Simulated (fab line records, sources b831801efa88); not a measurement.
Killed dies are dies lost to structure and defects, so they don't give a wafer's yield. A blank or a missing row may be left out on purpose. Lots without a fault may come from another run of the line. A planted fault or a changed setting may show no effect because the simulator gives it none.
Which tool did it? | flow sky130 | 15 lots, 45 wafers sampled, at 4 steps of a route of 708

WHAT THE GAUGES READ, wafer by wafer
The record holds no reading of a measuring or inspecting step that can be judged against a usual standard deviation.

WHICH TOOL RAN EACH LOT (tool, then ch and the chambers of the sampled wafers, then the start)
lot  | SKY_SD_N_RTA_14                  | SKY_LI_CONTACT_PEB_10             | SKY_LI_CONTACT_SPUTTER_19    | SKY_LI_CONTACT_SPUTTER_20
L765 | rtp_anneal-01 ch 0, day 29 16:28 | litho_track-03 ch 0, day 30 21:00 | pvd_sputter-03, day 30 22:41 | pvd_sputter-03, day 30 22:46
L768 | rtp_anneal-02 ch 0, day 29 17:25 | litho_track-03 ch 0, day 30 22:00 | pvd_sputter-02, day 30 23:44 | pvd_sputter-02, day 30 23:49
L766 | rtp_anneal-02 ch 0, day 29 22:16 | litho_track-04 ch 0, day 31 03:00 | pvd_sputter-02, day 31 04:29 | pvd_sputter-02, day 31 04:34
L764 | rtp_anneal-01 ch 0, day 29 22:40 | litho_track-01 ch 0, day 31 04:00 | pvd_sputter-04, day 31 05:06 | pvd_sputter-04, day 31 05:10
L770 | rtp_anneal-01 ch 0, day 30 11:56 | litho_track-01 ch 0, day 31 16:00 | pvd_sputter-02, day 31 17:14 | pvd_sputter-02, day 31 17:20
L771 | rtp_anneal-01 ch 0, day 30 16:23 | litho_track-04 ch 0, day 31 21:00 | pvd_sputter-04, day 31 21:58 | pvd_sputter-04, day 31 22:02
L773 | rtp_anneal-01 ch 0, day 31 14:38 | litho_track-01 ch 0, day 32 17:00 | pvd_sputter-03, day 32 18:36 | pvd_sputter-03, day 32 18:40
L774 | rtp_anneal-02 ch 0, day 31 22:01 | litho_track-03 ch 0, day 33 01:00 | pvd_sputter-03, day 33 02:13 | pvd_sputter-03, day 33 02:17
L775 | rtp_anneal-01 ch 0, day 31 23:13 | litho_track-01 ch 0, day 33 02:00 | pvd_sputter-04, day 33 03:49 | pvd_sputter-04, day 33 03:53
L776 | rtp_anneal-02 ch 0, day 32 09:34 | litho_track-04 ch 0, day 33 13:00 | pvd_sputter-03, day 33 14:15 | pvd_sputter-03, day 33 14:19
L777 | rtp_anneal-01 ch 0, day 32 15:47 | litho_track-04 ch 0, day 33 18:00 | pvd_sputter-03, day 33 19:01 | pvd_sputter-03, day 33 19:05
L778 | rtp_anneal-02 ch 0, day 32 20:07 | litho_track-01 ch 0, day 33 23:00 | pvd_sputter-03, day 34 00:10 | pvd_sputter-03, day 34 00:14
L782 | rtp_anneal-02 ch 0, day 34 04:55 | litho_track-01, day 35 08:00      | pvd_sputter-02, day 35 09:26 | pvd_sputter-02, day 35 09:31
L783 | rtp_anneal-01 ch 0, day 34 12:04 | litho_track-04, day 35 15:00      | pvd_sputter-04, day 35 16:16 | pvd_sputter-04, day 35 16:20
L784 | rtp_anneal-02 ch 0, day 35 00:37 | litho_track-01, day 36 03:00      | pvd_sputter-04, day 36 04:17 | pvd_sputter-04, day 36 04:22
- SKY_SD_N_RTA_14: time 2 s.
- SKY_LI_CONTACT_PEB_10
- SKY_LI_CONTACT_SPUTTER_19: material Ti, target thk 20 nm, time 106.37 s.
- SKY_LI_CONTACT_SPUTTER_20: material TiN, target thk 20 nm, time 80 s.

WHAT THE TOOLS THEMSELVES READ (means of the sampled wafers that have a number; where no wafer has one, the mark that the record gives instead)
SKY_SD_N_RTA_14.
lot  | tool          | anneal_temp_c_max | chamber_o2_ppm | lamp_power_pct (%) | wafer_temp_C_max
L765 | rtp_anneal-01 | 1081.4            | 1.976          | 15.75              | 1080.6
L768 | rtp_anneal-02 | 1079.2            | 1.981          | 15.76              | 1077.2
L766 | rtp_anneal-02 | 1079.5            | 1.998          | 15.77              | 1077.5
L764 | rtp_anneal-01 | 1081.2            | 2.020          | 15.75              | 1078.0
L770 | rtp_anneal-01 | 1080.5            | 2.005          | 15.73              | 1079.6
L771 | rtp_anneal-01 | 1081.1            | 1.978          | 15.75              | 1078.4
L773 | rtp_anneal-01 | 1082.1            | 1.973          | 15.72              | 1078.4
L774 | rtp_anneal-02 | 1079.8            | 1.986          | 15.80              | 1077.6
L775 | rtp_anneal-01 | 1081.7            | 2.012          | 15.75              | 1078.2
L776 | rtp_anneal-02 | 1080.5            | 1.999          | 15.69              | 1077.3
L777 | rtp_anneal-01 | 1080.3            | 1.987          | 15.78              | 1078.4
L778 | rtp_anneal-02 | 1079.5            | 2.013          | 15.70              | 1077.2
L782 | rtp_anneal-02 | 1079.7            | 1.958          | 15.73              | 1079.8
L783 | rtp_anneal-01 | 1082.2            | 1.986          | 15.71              | 1077.7
L784 | rtp_anneal-02 | 1080.0            | 1.985          | 15.74              | 1078.4

SKY_LI_CONTACT_PEB_10.
lot  | tool           | exhaust_pa (Pa)
L765 | litho_track-03 | 44.5
L768 | litho_track-03 | 46.0
L766 | litho_track-04 | 45.8
L764 | litho_track-01 | 44.4
L770 | litho_track-01 | 46.0
L771 | litho_track-04 | 45.7
L773 | litho_track-01 | 45.5
L774 | litho_track-03 | 45.2
L775 | litho_track-01 | 45.9
L776 | litho_track-04 | 44.1
L777 | litho_track-04 | 46.5
L778 | litho_track-01 | 44.4
L782 | litho_track-01 | -
L783 | litho_track-04 | -
L784 | litho_track-01 | -

SKY_LI_CONTACT_SPUTTER_19.
lot  | tool           | throttle_valve_pct (%)
L765 | pvd_sputter-03 | 30.6
L768 | pvd_sputter-02 | 29.4
L766 | pvd_sputter-02 | 29.5
L764 | pvd_sputter-04 | 30.1
L770 | pvd_sputter-02 | 30.4
L771 | pvd_sputter-04 | 30.3
L773 | pvd_sputter-03 | 31.1
L774 | pvd_sputter-03 | 29.2
L775 | pvd_sputter-04 | 30.7
L776 | pvd_sputter-03 | 28.8
L777 | pvd_sputter-03 | 29.5
L778 | pvd_sputter-03 | 30.0
L782 | pvd_sputter-02 | 29.9
L783 | pvd_sputter-04 | 29.4
L784 | pvd_sputter-04 | 30.4

SKY_LI_CONTACT_SPUTTER_20.
lot  | tool           | throttle_valve_pct (%)
L765 | pvd_sputter-03 | 30.8
L768 | pvd_sputter-02 | 29.6
L766 | pvd_sputter-02 | 29.4
L764 | pvd_sputter-04 | 29.9
L770 | pvd_sputter-02 | 30.4
L771 | pvd_sputter-04 | 30.4
L773 | pvd_sputter-03 | 31.0
L774 | pvd_sputter-03 | 29.2
L775 | pvd_sputter-04 | 30.5
L776 | pvd_sputter-03 | 28.9
L777 | pvd_sputter-03 | 29.5
L778 | pvd_sputter-03 | 30.1
L782 | pvd_sputter-02 | 29.7
L783 | pvd_sputter-04 | 29.4
L784 | pvd_sputter-04 | 30.4

THE ANSWER, worked out from the rows above alone
Rule: what is usual is taken from the lots themselves. Put in order of their means at a reading, lots are off if they are a third of the lots or fewer, leave a main group of 4 or more, and stand apart from it by a gap of 3 or more times the standard deviation of the main group's means; of several such gaps the widest counts. A main group whose means are all the same, to the digits that the tables above print for the reading, isn't used. A lot without any number at a reading at which 4 lots or more have one is off too. The other lots that the step has rows for count as sound. The gauges are gone through in route order, then the tools' own readings, and for those a lot's mean is taken as printed above. The first step at which some lot is off is used, and at that step the reading that is off furthest; a lot without a number counts as furthest.
Off: L782, L783, L784, at SKY_LI_CONTACT_PEB_10 (exhaust_pa). Without a number there: L782, L783, L784. The main group: mean 45.3 Pa, standard deviation 0.76.
A tool fits if, at that step or a process step before it, it ran every lot that is off, and no sound lot after the first of them. None of those tried fits.

WHAT THE SIMULATOR HAD PUT IN
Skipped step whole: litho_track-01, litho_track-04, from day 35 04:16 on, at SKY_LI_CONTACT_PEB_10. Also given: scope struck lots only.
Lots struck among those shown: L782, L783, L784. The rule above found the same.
